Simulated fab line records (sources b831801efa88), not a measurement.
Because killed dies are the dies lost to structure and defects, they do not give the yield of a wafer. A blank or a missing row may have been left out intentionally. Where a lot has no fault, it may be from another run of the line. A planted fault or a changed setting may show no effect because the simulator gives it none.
Comparing a struck lot with a sound one :: flow gf180mcu :: 16 steps out of a route of 602
Sound: the wafers L854.1, L854.4, L854.6. Struck: wafer L864.4 (L864.5, L864.6, from the same lot, were not struck and are left out); the cause is given at the end.
Order at every step that has rows: each side's tool, ch and its chambers, its first start. Under that, the readings that differ: sound wafers :: struck wafers :: difference of the means :: sigmas: that difference in standard deviations of wafers without a fault.
alike: same words and numbers on both sides, and readings whose means sit less than 2 such deviations apart. not compared: any withheld reading, any reading some wafer has no value for, any bound like >300 that may hide the same value, and any number with overlapping values for which the record gives no deviation.
The two part at a step that has a row with sigmas, a row that says differs or no value, or rows on one side only. Non-overlapping numbers with no deviation appear without sigmas and do not part them. A reading missing from all wafers of one side parts the sides only when that side holds two or more wafers.

first, 1 step without rows for these wafers: GF_HV_LDD_DEVELOP_06 (develop time 60 s).
GF_HV_LDD_CD_MEAS_07 targets a cd of 400 nm.
  sound: cd sem-02 at day 11 03:43; struck: cd sem-01 at day 14 06:02
  alike: cd nm
GF_HV_LDD_OVL_MEAS_08:
  sound: overlay-01 at day 11 03:50; struck: overlay-02 at day 14 06:07
  alike: HV_LDD_OVL
then, 1 step without rows for these wafers: GF_HV_LDD_IMPLANT_09.
GF_HV_LDD_STRIP_10: strips in O2/N2.
  sound on plasma asher-04 ch 0,1, day 11 04:01; struck on plasma asher-01 ch 0, day 14 06:19
reading: drypump motor current A (A)
sound: 6.5 5.3 6.5
struck: 5.0
difference: -1.1
sigmas: -2

reading: strip time to endpoint s (s)
sound: 12.61 12.61 12.63
struck: 12.53
difference: -0.09
sigmas: -2
  alike: chamber pressure mTorr, heater power w, oes product au
  not compared: rf hours counter h
GF_HV_LDD_TW_MEAS_11:
  sound: film metro-04 at day 11 04:07; struck: film metro-04 at day 14 06:24
  alike: HV_LDD_TW
then, 6 steps without rows for these wafers: GF_HV_LDD_DEHYDRATE_12 (time 60 s); GF_HV_LDD_HMDS_13 (prime time 60 s); GF_HV_LDD_COAT_14 (resist thk 1000 nm); GF_HV_LDD_SOFTBAKE_15 (time 60 s); GF_HV_LDD_EXPOSE_16 (exposes mask Pplus LV AREA, target cd 400 nm); GF_HV_LDD_PEB_17.
GF_HV_LDD_DEVELOP_18: develop time 60 s.
  sound on litho track-02 ch 0, day 11 22:46; struck on litho track-04 ch 0, day 15 03:29
  alike: resist line temp C
GF_HV_LDD_CD_MEAS_19 targets a cd of 400 nm.
  sound: cd sem-01 at day 11 22:55; struck: cd sem-01 at day 15 03:38
reading: cd nm (nm)
sound: 401.0 401.3 401.0
struck: 418.6
difference: +17.5
sigmas: +8
GF_HV_LDD_OVL_MEAS_20:
  sound: overlay-01 at day 11 23:02; struck: overlay-01 at day 15 03:42
reading: HV_LDD_01_OVL (nm)
sound: 1.7 3.0 2.0
struck: -1.9
difference: -4.1
sigmas: -3
GF_PASSIVATION_PROBE_99:
  rows exist in the record for the sound wafers here (prober-02, day 30 04:08), none for the struck ones

WHERE THEY PART
Last at GF_PASSIVATION_PROBE_99 as far as this record goes, first at GF_HV_LDD_STRIP_10.

WHY: what had been put in by the simulator
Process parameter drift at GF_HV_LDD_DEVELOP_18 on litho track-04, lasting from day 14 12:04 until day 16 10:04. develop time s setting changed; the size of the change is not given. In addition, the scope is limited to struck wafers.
